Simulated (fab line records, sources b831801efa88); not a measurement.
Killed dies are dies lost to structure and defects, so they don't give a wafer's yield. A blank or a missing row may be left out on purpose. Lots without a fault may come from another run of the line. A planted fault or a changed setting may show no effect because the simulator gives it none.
Split-lot experiment | flow sfq_line | 5 lots, 15 wafers read, on a route of 325 steps

THE SPLIT
At SFQ_TRILAYER_M7_ETCH_METAL_ETCH_180 (etches Nb in Cl2/Ar, stops on SiO2, target depth 240 nm, time 120 s), the setting time_s was moved away from the recipe's 120 s on 3 of the 15 wafers read, by -33.4% to +20.8%. The other wafers ran this setting at the recipe's value.

The reading is taken at the split's own step.

THE READING
M7.feature_depth_nm (the simulator's own value, which no gauge read), in nm, at SFQ_TRILAYER_M7_ETCH_METAL_ETCH_180 (etches Nb in Cl2/Ar, stops on SiO2, target depth 240 nm, time 120 s). The file gives no usual value for it. The 12 wafers here that ran the recipe average 198.1 nm, standard deviation 1.8 nm.

wafer  | tool, chamber at the split | time_s as run, s | against the recipe | M7.feature_depth_nm, nm | against lot-mates on the recipe
L076.2 | rie_metal-02, 1            | 120              | recipe             | 200                     | -
L076.4 | rie_metal-02, 0            | 120              | recipe             | 199.9                   | -
L076.6 | rie_metal-02, 0            | 79.94            | -33.4%             | 161.7                   | -38.2
L077.1 | rie_metal-04, 1            | 120              | recipe             | 197.9                   | -
L077.4 | rie_metal-04, 0            | 120              | recipe             | 198.2                   | -
L077.6 | rie_metal-04, 0            | 120              | recipe             | 197.5                   | -
L079.2 | rie_metal-04, 1            | 120              | recipe             | 198.6                   | -
L079.4 | rie_metal-04, 0            | 120              | recipe             | 199.9                   | -
L079.6 | rie_metal-04, 1            | 145              | +20.8%             | 205.2                   | +5.9
L081.2 | rie_metal-02, 0            | 93.3             | -22.3%             | 186.6                   | -12.2
L081.4 | rie_metal-02, 1            | 120              | recipe             | 199.8                   | -
L081.6 | rie_metal-02, 0            | 120              | recipe             | 197.7                   | -
L084.1 | rie_metal-01, 1            | 120              | recipe             | 198.3                   | -
L084.4 | rie_metal-01, 0            | 120              | recipe             | 193.8                   | -
L084.5 | rie_metal-01, 1            | 120              | recipe             | 195.6                   | -

THE FIT
A straight line over all 15 wafers: M7.feature_depth_nm changes by +0.777 nm for each +1% of time_s; r = +0.91; the points scatter about the line by 4.4 nm.
The same after taking each lot's own level away (the mean of its wafers on the recipe; 15 wafers): +0.799 nm for each +1%; r = +0.91; scatter 4.6 nm.
On that fit, the largest move of time_s shifts the reading by 27 nm.
The lots' own levels span 195.90 to 199.95 nm, that is 2.3 times the standard deviation above.
So the lot-to-lot level changes the slope little: the two slopes agree.
Check: with one of the wafers moved furthest among these (-33.4%) left out of the fit, the line predicts -14.5 nm for it against its lot-mates. It came out at -38.2 nm against them.

OTHER SPLITS ON THESE WAFERS
These wafers also went through other splits before the reading. Each is held against what the fit with the lots' levels taken away leaves over:
other split on the same wafers         | wafers away from the commonest value | r with M7.feature_depth_nm (lot level and that fit taken away)
SFQ_TRILAYER_M6_DEP_SPUTTER_157 time_s | 6                                    | +0.12
SFQ_TRILAYER_M7_DEP_SPUTTER_175 time_s | 0                                    | -

THE WHOLE CHAIN: every reading that the file lists as answering this split, in the file's order
step                                | what it does                                                        | reading                                                                                   | change (the file's fit)               | r (the file's)
SFQ_TRILAYER_M7_ETCH_METAL_ETCH_180 | etches Nb in Cl2/Ar, stops on SiO2, target depth 240 nm, time 120 s | KrF_of_TRILAYER_M7_LITHO_COAT_177.thk_nm (the simulator's own value, which no gauge read) | -1.37 nm for each +1% of the setting  | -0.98
SFQ_TRILAYER_M7_ETCH_METAL_ETCH_180 | etches Nb in Cl2/Ar, stops on SiO2, target depth 240 nm, time 120 s | M7.feature_depth_nm (the simulator's own value, which no gauge read)                      | +0.818 nm for each +1% of the setting | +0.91

THE FILE'S OWN FIT
M7.feature_depth_nm changes by +0.818 nm for each +1% of time_s, r = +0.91.
